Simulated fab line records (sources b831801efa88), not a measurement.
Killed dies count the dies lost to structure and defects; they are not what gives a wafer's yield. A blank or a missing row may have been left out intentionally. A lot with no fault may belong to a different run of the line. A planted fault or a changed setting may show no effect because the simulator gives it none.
Which of the tools did it? / flow gf180mcu / 13 lots, 39 wafers sampled, at 5 steps of a route of 602

== WHAT EACH GAUGE READ, for each wafer ==
GF_VT_IMPLANT_OVL_MEAS_07.
lot=L352; measured=day 6 02:28; on=overlay-02; VT_IMPLANT_OVL (nm)=1.5 2.8 2.5
lot=L355; measured=day 6 21:01; on=overlay-02; VT_IMPLANT_OVL (nm)=0.7 2.8 2.9
lot=L356; measured=day 7 04:02; on=overlay-01; VT_IMPLANT_OVL (nm)=0.9 1.0 1.7
lot=L357; measured=day 7 11:09; on=overlay-02; VT_IMPLANT_OVL (nm)=2.7 1.2 0.8
lot=L358; measured=day 7 19:22; on=overlay-01; VT_IMPLANT_OVL (nm)=2.0 4.6 2.0
lot=L365; measured=day 9 18:31; on=overlay-02; VT_IMPLANT_OVL (nm)=2.6 1.6 2.3
lot=L366; measured=day 9 20:37; on=overlay-02; VT_IMPLANT_OVL (nm)=-148.4 -146.5 -149.3
lot=L367; measured=day 10 00:38; on=overlay-02; VT_IMPLANT_OVL (nm)=-144.8 -149.0 -148.4
lot=L368; measured=day 10 10:04; on=overlay-02; VT_IMPLANT_OVL (nm)=-146.8 -145.5 -147.8
lot=L369; measured=day 10 17:11; on=overlay-01; VT_IMPLANT_OVL (nm)=-147.8 -147.5 -147.7
lot=L370; measured=day 10 21:14; on=overlay-01; VT_IMPLANT_OVL (nm)=1.4 0.6 -0.8
lot=L371; measured=day 11 05:31; on=overlay-02; VT_IMPLANT_OVL (nm)=1.4 0.8 1.7
lot=L372; measured=day 11 05:49; on=overlay-01; VT_IMPLANT_OVL (nm)=-0.1 1.1 2.0

GF_VT_IMPLANT_TW_MEAS_21.
lot=L352; measured=day 6 18:14; on=film metro-02; VT_IMPLANT_2_TW=1220 1214 1225
lot=L355; measured=day 7 13:36; on=film metro-04; VT_IMPLANT_2_TW=1228 1232 1235
lot=L356; measured=day 7 20:41; on=film metro-02; VT_IMPLANT_2_TW=1217 1212 1223
lot=L357; measured=day 8 03:40; on=film metro-01; VT_IMPLANT_2_TW=1222 1226 1223
lot=L358; measured=day 8 12:04; on=film metro-01; VT_IMPLANT_2_TW=1224 1218 1223
lot=L365; measured=day 10 12:15; on=film metro-04; VT_IMPLANT_2_TW=1238 1230 1236
lot=L366; measured=day 10 13:49; on=film metro-01; VT_IMPLANT_2_TW=1214 1214 1216
lot=L367; measured=day 10 19:03; on=film metro-01; VT_IMPLANT_2_TW=1211 1218 1217
lot=L368; measured=day 11 04:29; on=film metro-01; VT_IMPLANT_2_TW=1208 1215 1217
lot=L369; measured=day 11 12:01; on=film metro-04; VT_IMPLANT_2_TW=1236 1237 1233
lot=L370; measured=day 11 16:04; on=film metro-02; VT_IMPLANT_2_TW=1224 1226 1232
lot=L371; measured=day 12 01:13; on=film metro-01; VT_IMPLANT_2_TW=1210 1211 1208
lot=L372; measured=day 12 01:27; on=film metro-01; VT_IMPLANT_2_TW=1201 1210 1210

== WHAT TOOL EACH LOT RAN ON (gives the tool, then ch and the chambers of the sampled wafers, and finally the start) ==
lot=L352; GF_STI_ETCH_14=rie si-01 ch 1,2,3, day 2 11:47; GF_LVPWELL_STRIP_10=plasma asher-01 ch 0,1, day 4 08:28; GF_VT_IMPLANT_EXPOSE_04=iline stepper-01 ch 0, day 5 19:46
lot=L355; GF_STI_ETCH_14=rie si-01 ch 0,1,2, day 3 04:19; GF_LVPWELL_STRIP_10=plasma asher-02 ch 0,1, day 5 02:49; GF_VT_IMPLANT_EXPOSE_04=iline stepper-02 ch 0, day 6 14:03
lot=L356; GF_STI_ETCH_14=rie si-01 ch 1,2,3, day 3 09:49; GF_LVPWELL_STRIP_10=plasma asher-03 ch 0,1, day 5 07:42; GF_VT_IMPLANT_EXPOSE_04=iline stepper-02 ch 0, day 6 20:22
lot=L357; GF_STI_ETCH_14=rie si-02 ch 0,2,3, day 3 14:14; GF_LVPWELL_STRIP_10=plasma asher-01 ch 0,1, day 5 14:05; GF_VT_IMPLANT_EXPOSE_04=iline stepper-02 ch 0, day 7 03:40
lot=L358; GF_STI_ETCH_14=rie si-01 ch 1,2,3, day 3 20:11; GF_LVPWELL_STRIP_10=plasma asher-03 ch 0,1, day 5 21:16; GF_VT_IMPLANT_EXPOSE_04=iline stepper-02 ch 0, day 7 11:22
lot=L365; GF_STI_ETCH_14=rie si-01 ch 0,2,3, day 5 07:10; GF_LVPWELL_STRIP_10=plasma asher-01 ch 0,1, day 7 15:28; GF_VT_IMPLANT_EXPOSE_04=iline stepper-01 ch 0, day 9 10:28
lot=L366; GF_STI_ETCH_14=rie si-01 ch 0,1,3, day 5 11:47; GF_LVPWELL_STRIP_10=plasma asher-01 ch 0,1, day 7 18:44; GF_VT_IMPLANT_EXPOSE_04=iline stepper-02 ch 0, day 9 12:06
lot=L367; GF_STI_ETCH_14=rie si-01 ch 0,1,2, day 5 15:40; GF_LVPWELL_STRIP_10=plasma asher-03 ch 0,1, day 7 21:58; GF_VT_IMPLANT_EXPOSE_04=iline stepper-02 ch 0, day 9 15:35
lot=L368; GF_STI_ETCH_14=rie si-02 ch 0,3, day 6 00:49; GF_LVPWELL_STRIP_10=plasma asher-03 ch 0,1, day 8 05:35; GF_VT_IMPLANT_EXPOSE_04=iline stepper-02 ch 0, day 10 01:16
lot=L369; GF_STI_ETCH_14=rie si-01 ch 0,2,3, day 6 07:25; GF_LVPWELL_STRIP_10=plasma asher-03 ch 0,1, day 8 12:32; GF_VT_IMPLANT_EXPOSE_04=iline stepper-02 ch 0, day 10 08:42
lot=L370; GF_STI_ETCH_14=rie si-02 ch 0,1,2, day 6 10:25; GF_LVPWELL_STRIP_10=plasma asher-03 ch 0,1, day 8 16:20; GF_VT_IMPLANT_EXPOSE_04=iline stepper-01 ch 0, day 10 12:33
lot=L371; GF_STI_ETCH_14=rie si-02 ch 1,2, day 6 15:41; GF_LVPWELL_STRIP_10=plasma asher-01 ch 0,1, day 9 00:16; GF_VT_IMPLANT_EXPOSE_04=iline stepper-01 ch 0, day 10 20:40
lot=L372; GF_STI_ETCH_14=rie si-01 ch 0,2,3, day 6 18:37; GF_LVPWELL_STRIP_10=plasma asher-03 ch 0,1, day 9 00:37; GF_VT_IMPLANT_EXPOSE_04=iline stepper-01 ch 0, day 10 21:08
- GF_STI_ETCH_14: etches Si in HBr/Cl2/O2, target depth 360 nm, time 104.3 s.
- GF_LVPWELL_STRIP_10: strips in O2/N2.
- GF_VT_IMPLANT_EXPOSE_04: exposes mask LVPWELL LV AREA, target cd 600 nm.

== WHAT THE TOOLS THEMSELVES READ (means of the sampled wafers that have a number; where no wafer has one, the mark that the record gives instead) ==
GF_STI_ETCH_14.
lot=L352; tool=rie si-01; drypump motor current A (A)=5.8; oes product au (a.u.)=0.989; throttle valve pct (%)=25.670
lot=L355; tool=rie si-01; drypump motor current A (A)=5.9; oes product au (a.u.)=0.992; throttle valve pct (%)=25.664
lot=L356; tool=rie si-01; drypump motor current A (A)=5.8; oes product au (a.u.)=1.006; throttle valve pct (%)=25.655
lot=L357; tool=rie si-02; drypump motor current A (A)=5.8; oes product au (a.u.)=0.989; throttle valve pct (%)=25.672
lot=L358; tool=rie si-01; drypump motor current A (A)=5.8; oes product au (a.u.)=0.994; throttle valve pct (%)=25.652
lot=L365; tool=rie si-01; drypump motor current A (A)=5.7; oes product au (a.u.)=0.994; throttle valve pct (%)=25.665
lot=L366; tool=rie si-01; drypump motor current A (A)=5.6; oes product au (a.u.)=0.990; throttle valve pct (%)=25.648
lot=L367; tool=rie si-01; drypump motor current A (A)=5.9; oes product au (a.u.)=0.988; throttle valve pct (%)=25.667
lot=L368; tool=rie si-02; drypump motor current A (A)=5.6; oes product au (a.u.)=0.994; throttle valve pct (%)=25.658
lot=L369; tool=rie si-01; drypump motor current A (A)=5.7; oes product au (a.u.)=0.997; throttle valve pct (%)=25.656
lot=L370; tool=rie si-02; drypump motor current A (A)=5.7; oes product au (a.u.)=0.985; throttle valve pct (%)=25.666
lot=L371; tool=rie si-02; drypump motor current A (A)=5.8; oes product au (a.u.)=0.991; throttle valve pct (%)=25.660
lot=L372; tool=rie si-01; drypump motor current A (A)=5.7; oes product au (a.u.)=0.997; throttle valve pct (%)=25.655

GF_LVPWELL_STRIP_10.
lot=L352; tool=plasma asher-01; drypump motor current A (A)=5.8; heater power w (W)=313; n2 flow sccm (sccm)=299.5; oes product au (a.u.)=0.721; strip time to endpoint s (s)=36.87
lot=L355; tool=plasma asher-02; drypump motor current A (A)=5.1; heater power w (W)=317; n2 flow sccm (sccm)=300.1; oes product au (a.u.)=0.727; strip time to endpoint s (s)=36.90
lot=L356; tool=plasma asher-03; drypump motor current A (A)=5.5; heater power w (W)=335; n2 flow sccm (sccm)=299.9; oes product au (a.u.)=0.724; strip time to endpoint s (s)=37.00
lot=L357; tool=plasma asher-01; drypump motor current A (A)=5.5; heater power w (W)=316; n2 flow sccm (sccm)=299.5; oes product au (a.u.)=0.719; strip time to endpoint s (s)=36.96
lot=L358; tool=plasma asher-03; drypump motor current A (A)=5.5; heater power w (W)=336; n2 flow sccm (sccm)=300.0; oes product au (a.u.)=0.725; strip time to endpoint s (s)=36.86
lot=L365; tool=plasma asher-01; drypump motor current A (A)=5.8; heater power w (W)=316; n2 flow sccm (sccm)=300.0; oes product au (a.u.)=0.718; strip time to endpoint s (s)=36.94
lot=L366; tool=plasma asher-01; drypump motor current A (A)=5.8; heater power w (W)=313; n2 flow sccm (sccm)=300.4; oes product au (a.u.)=0.726; strip time to endpoint s (s)=36.87
lot=L367; tool=plasma asher-03; drypump motor current A (A)=5.3; heater power w (W)=346; n2 flow sccm (sccm)=300.5; oes product au (a.u.)=0.728; strip time to endpoint s (s)=36.96
lot=L368; tool=plasma asher-03; drypump motor current A (A)=5.3; heater power w (W)=345; n2 flow sccm (sccm)=300.4; oes product au (a.u.)=0.717; strip time to endpoint s (s)=36.85
lot=L369; tool=plasma asher-03; drypump motor current A (A)=5.3; heater power w (W)=349; n2 flow sccm (sccm)=301.3; oes product au (a.u.)=0.723; strip time to endpoint s (s)=37.16
lot=L370; tool=plasma asher-03; drypump motor current A (A)=5.3; heater power w (W)=341; n2 flow sccm (sccm)=301.0; oes product au (a.u.)=0.722; strip time to endpoint s (s)=37.10
lot=L371; tool=plasma asher-01; drypump motor current A (A)=5.5; heater power w (W)=317; n2 flow sccm (sccm)=300.3; oes product au (a.u.)=0.723; strip time to endpoint s (s)=36.91
lot=L372; tool=plasma asher-03; drypump motor current A (A)=5.5; heater power w (W)=339; n2 flow sccm (sccm)=298.8; oes product au (a.u.)=0.724; strip time to endpoint s (s)=36.87

== THE ANSWER, worked out from the rows above alone ==
Rule: the usual values come from the lots themselves. Put in order of their means at a reading, lots are off if they are a third of the lots or fewer, leave a main group of 4 or more, and stand apart from it by a gap of 3 or more times the standard deviation of the main group's means; of several such gaps the widest counts. A main group is skipped when, at the precision printed for the reading in the tables above, its means are all equal. Also off: a lot with no number at a reading for which 4 or more lots have one. Where the step has rows for the other lots, those lots are counted as sound. After the gauges, taken in route order, come the tools' own readings; for these a lot's mean is taken, as printed above. At the first step where some lot is off, the reading lying furthest off is the one used; lots without a number count as furthest.
Off: at GF_VT_IMPLANT_OVL_MEAS_07 (VT_IMPLANT_OVL), L366, L367, L368, L369. The main group: mean 1.7 nm, standard deviation 0.72.
A tool fits if, at a process step before that reading, it ran every lot that is off, and no sound lot after the first of them. The gauges at GF_VT_IMPLANT_OVL_MEAS_07 are tried like those tools. One fits: iline stepper-02 at GF_VT_IMPLANT_EXPOSE_04. Its last sound lot is L358 (day 7 11:22), its first lot that is off L366 (day 9 12:06): a fault that began between those two fits.

== WHAT THE SIMULATOR HAD INSERTED ==
Scanner matching overlay: iline stepper-02, from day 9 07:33 on, at GF_VT_IMPLANT_EXPOSE_04. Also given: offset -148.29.
Shown lots that were struck: L366, L367, L368, L369. The same result came from the rule above.
